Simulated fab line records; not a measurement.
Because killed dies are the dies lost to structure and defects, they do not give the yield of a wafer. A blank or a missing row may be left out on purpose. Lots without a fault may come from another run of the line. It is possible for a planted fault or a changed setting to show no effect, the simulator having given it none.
Matching of chambers ; flow gf180mcu ; 4 sister chambers for GF_CONTACT_CMP_04 on cmp-02
The step polishes SiO2. 4 wafers are shown with their chamber, then 10 later ones without.

## WAFERS PAIRED WITH THEIR CHAMBERS
wafer;chamber;motor_current_A (A)
L470.3;0;10.6
L470.6;2;11.8
L471.3;3;13.1
L471.4;1;15.0

## WAFERS MISSING THEIR CHAMBER
wafer;motor_current_A (A)
L471.6;15.0
L472.3;14.2
L472.4;11.7
L472.5;14.7
L473.2;10.7
L473.3;15.2
L473.6;10.4
L474.2;12.5
L474.4;14.9
L474.6;15.1

## EACH ONE'S CHAMBER
wafer;from the rows above;in truth
L471.6;1;1
L472.3;can't be placed: 1 or 3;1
L472.4;2;2
L472.5;1;1
L473.2;0;0
L473.3;1;1
L473.6;0;0
L474.2;can't be placed: 3 or 2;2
L474.4;1;1
L474.6;1;1
Correctly placed: 8 of 10. From these rows, 2 cannot be placed; in 2 the true chamber is one of the candidates. Placed wrongly: 0.
How it was worked out, from the rows above alone: a wafer's distance from a chamber is the root of the sum, over the readings, of the square of ((its reading less the chamber's mean) divided by the reading's scatter). If the next closest chamber is less than 2 further off than the closest, the wafer can't be placed; otherwise it belongs to the closest. Each chamber's mean is taken over the wafers shown for it. The scatter: root of mean squared gap, hidden wafer to nearest shown wafer, with one shown wafer a chamber.
